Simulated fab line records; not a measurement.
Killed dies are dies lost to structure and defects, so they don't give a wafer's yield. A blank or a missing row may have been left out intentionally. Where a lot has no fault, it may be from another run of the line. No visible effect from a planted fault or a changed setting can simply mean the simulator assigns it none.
Matching of chambers | flow sky130 | SKY_VIA3_CMP_02 on cmp-02 has 4 sister chambers
The step polishes SiO2. 4 wafers are shown with their chamber, then 7 later ones without.

== EACH WAFER AND ITS CHAMBER ==
wafer  | chamber | motor current A (A)
L306.2 | 2       | 13.3
L306.3 | 0       | 10.6
L309.1 | 1       | 12.4
L309.3 | 3       | 12.6

== WAFERS WITHOUT THEIR CHAMBER ==
wafer  | motor current A (A)
L309.6 | 12.1
L314.1 | 12.2
L314.3 | 10.9
L314.4 | 12.4
L319.2 | 12.2
L319.3 | 10.8
L319.6 | 10.3

== THE CHAMBER EACH PASSED THROUGH ==
wafer  | from the rows above     | in truth
L309.6 | can't be placed: 1 or 3 | 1
L314.1 | can't be placed: 1 or 3 | 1
L314.3 | 0                       | 0
L314.4 | can't be placed: 1 or 3 | 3
L319.2 | can't be placed: 1 or 3 | 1
L319.3 | 0                       | 0
L319.6 | 0                       | 0
3 of 7 placed correctly. Unplaceable from these rows: 4, with the true chamber sitting among the candidates in 4. Wrongly placed: 0.
How it was worked out, from the rows above alone: a wafer's distance from a chamber is the root of the sum, over the readings, of the square of ((its reading less the chamber's mean) divided by the reading's scatter). If the next closest chamber is less than 2 further off than the closest, the wafer can't be placed; otherwise it belongs to the closest. For every chamber, the mean is computed from those of its wafers that are shown. The scatter (one wafer shown for each chamber): square how far every hidden wafer sits from the nearest shown wafer, average those squares and take the square root.
